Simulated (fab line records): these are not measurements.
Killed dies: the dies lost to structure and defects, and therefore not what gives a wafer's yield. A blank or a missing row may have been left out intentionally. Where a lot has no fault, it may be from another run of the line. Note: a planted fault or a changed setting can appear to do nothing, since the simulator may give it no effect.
Which tool is to blame?    flow gf180mcu    18 wafers from 6 lots sampled at 5 of the route's 602 steps

## WHAT THE GAUGES READ, wafer by wafer
GF_PSD_CD_MEAS_07: the cd target is 400 nm.
lot   measured      on         cd nm (nm)
L543  day 15 04:31  cd sem-01  402.5 402.7 401.3
L550  day 17 14:04  cd sem-02  398.0 396.1 397.6
L555  day 19 05:20  cd sem-01  400.0 399.9 400.5
L559  day 20 16:10  cd sem-01  399.2 400.9 401.0
L562  day 21 14:29  cd sem-01  403.2 402.9 404.5
L564  day 22 01:17  cd sem-01  395.3 397.4 393.8

## TOOL THAT RAN EACH LOT (tool first, then ch and the chambers of the sampled wafers, then the start)
lot   GF_DNWELL_COAT_02                 GF_DNWELL_STRIP_08                   GF_HV_LDD_STRIP_37                    GF_NSD_STRIP_11
L543  litho track-02 ch 0, day 3 02:08  plasma asher-03 ch 0,1, day 3 08:43  plasma asher-02 ch 0,1, day 12 11:50  plasma asher-04 ch 0, day 14 07:47
L550  litho track-01 ch 0, day 4 12:33  plasma asher-02 ch 0, day 4 20:09    plasma asher-04 ch 0,1, day 14 16:05  plasma asher-01 ch 1, day 16 14:53
L555  litho track-01 ch 0, day 5 12:27  plasma asher-02 ch 0,1, day 5 20:18  plasma asher-02 ch 0,1, day 16 04:02  plasma asher-03 ch 0,1, day 18 05:02
L559  litho track-03 ch 0, day 6 09:55  plasma asher-04 ch 0,1, day 6 17:59  plasma asher-02 ch 0,1, day 17 12:17  plasma asher-04 ch 0,1, day 19 15:56
L562  litho track-03 ch 0, day 7 01:40  plasma asher-03 ch 0,1, day 7 10:16  plasma asher-03 ch 0,1, day 18 10:18  plasma asher-04 ch 0,1, day 20 14:24
L564  litho track-01 ch 0, day 7 12:47  plasma asher-03 ch 0,1, day 7 20:38  plasma asher-02 ch 0,1, day 18 20:57  plasma asher-03 ch 0,1, day 21 00:58
- GF_DNWELL_COAT_02: resist thk 3000 nm.
- GF_DNWELL_STRIP_08: strips in O2/N2.
- GF_HV_LDD_STRIP_37: strips in O2/N2.
- GF_NSD_STRIP_11: strips in O2/N2.

## THE ANSWER, worked out from the rows above alone
Rule: the lots themselves supply what counts as usual. The widest of any qualifying gaps counts: lots, ordered by their means at a reading, are off when they make up no more than a third of the lots, leave a main group of 4 or more, and stand apart from it by 3 or more times the standard deviation of that group's means. The tables above print the reading to a certain number of digits; a main group whose means all agree to those digits is not used. A lot without any number at a reading at which 4 lots or more have one is off too. The other lots that the step has rows for count as sound.
None of the lots is off at any reading shown; this tells nothing.

## WHAT THE SIMULATOR PUT IN
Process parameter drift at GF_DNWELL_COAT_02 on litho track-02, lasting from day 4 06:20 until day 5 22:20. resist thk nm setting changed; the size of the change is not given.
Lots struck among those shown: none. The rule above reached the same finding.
